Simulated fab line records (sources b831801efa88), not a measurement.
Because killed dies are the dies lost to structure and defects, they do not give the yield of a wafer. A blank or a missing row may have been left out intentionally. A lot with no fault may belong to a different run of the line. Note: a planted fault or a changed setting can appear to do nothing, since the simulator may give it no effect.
Struck lot and sound lot, side by side    flow sky130    14 out of 708 route steps
Sound: the wafers L665.3, L665.4, L665.6. The struck wafers were L659.1, L659.3, L659.4. The cause is named last.
At each step with rows: each side's tool, then ch and its chambers, then its first start. Under that, the readings that differ: sound wafers    struck wafers    difference of the means    sigmas: that difference in standard deviations of wafers without a fault.
alike: readings with means less than 2 such deviations apart, plus words and numbers identical on both sides. not compared: withheld readings, readings lacking a value on some wafer, bounds such as >300 that could conceal the same value, and numbers that have no deviation in the record and whose values overlap.
The two part at a step that has a row with sigmas, a row that says differs or no value, or rows on one side only. Numbers that have no deviation but don't overlap get no sigmas and don't part them. A reading missing from all wafers of one side parts the sides only when that side holds two or more wafers.

SKY_CONTACT_STRIP_19: strips in O2/N2.
  sound on plasma asher-04 ch 0,1, day 36 23:05; struck on plasma asher-02 ch 0,1, day 34 19:10
  alike: drypump motor current A, oes product au, strip time to endpoint s
  not compared: rf hours counter h
then, 4 steps without rows for these wafers: SKY_CONTACT_STRIP_20 (strips in post etch residue remover, time 1200 s); SKY_CONTACT_CLEAN_21 (cleans in IPA, time 180 s); SKY_CONTACT_CLEAN_22 (cleans in O3/DIW); SKY_CONTACT_SPUTTER_23 (material TiN, target thk 20 nm, time 80 s).
SKY_CONTACT_CVD_24: deposits W, target thk 340 nm, time 102.12 s.
  sound on cvd w-02 ch 0,1, day 36 23:44; struck on cvd w-01 ch 0,1, day 34 19:57
  alike: heater power w
SKY_CONTACT_RS_MEAS_25: measures by four-point-probe.
  struck on film metro-04, day 34 20:04; sound on film metro-03, day 36 23:51
  alike: CONTACT_W_RS
SKY_CONTACT_THK_MEAS_26: measures by xrf.
  struck on film metro-04, day 34 20:11; sound on film metro-03, day 36 23:57
  alike: CONTACT_W_THK
SKY_CONTACT_CMP_27: polishes, stops on SiO2, t overpolish 15 s, target thk 0 nm.
  sound on cmp-02 ch 0,3, day 37 00:02; struck on cmp-01 ch 0,2,3, day 34 20:17
  alike: motor current A, overpolish run s, time to endpoint s
SKY_METAL1_SPUTTER_00: material Ti, target thk 15 nm, time 10 s.
  struck on pvd sputter-04, day 34 20:32; sound on pvd sputter-02, day 37 00:17
  alike: cathode dc power W, chamber pressure pa, throttle valve pct
then, 2 steps without rows for these wafers: SKY_METAL1_SPUTTER_01 (material TiN, target thk 20 nm, time 16.7 s); SKY_METAL1_SPUTTER_02 (material AlCu, target thk 250 nm, time 13.3 s).
SKY_METAL1_SPUTTER_03: material Ti, target thk 5 nm, time 3.3 s.
  struck on pvd sputter-04, day 34 20:37; sound on pvd sputter-02, day 37 00:22
  no value came back on the struck wafers for cathode dc power W (W), chamber pressure pa (Pa), throttle valve pct (%); on the sound wafers cathode dc power W (W) reads 3000.0 3001.2 3000.1
SKY_METAL1_SPUTTER_04: material TiN, target thk 70 nm, time 58.3 s.
  struck on pvd sputter-04, day 34 20:38; sound on pvd sputter-02, day 37 00:23
  alike: cathode dc power W, chamber pressure pa, throttle valve pct

WHERE THEY PART
Only at SKY_METAL1_SPUTTER_03, as far as this record shows. Later steps at which nothing parts them and some readings are alike: SKY_METAL1_SPUTTER_04.

WHY: whatever the simulator had introduced
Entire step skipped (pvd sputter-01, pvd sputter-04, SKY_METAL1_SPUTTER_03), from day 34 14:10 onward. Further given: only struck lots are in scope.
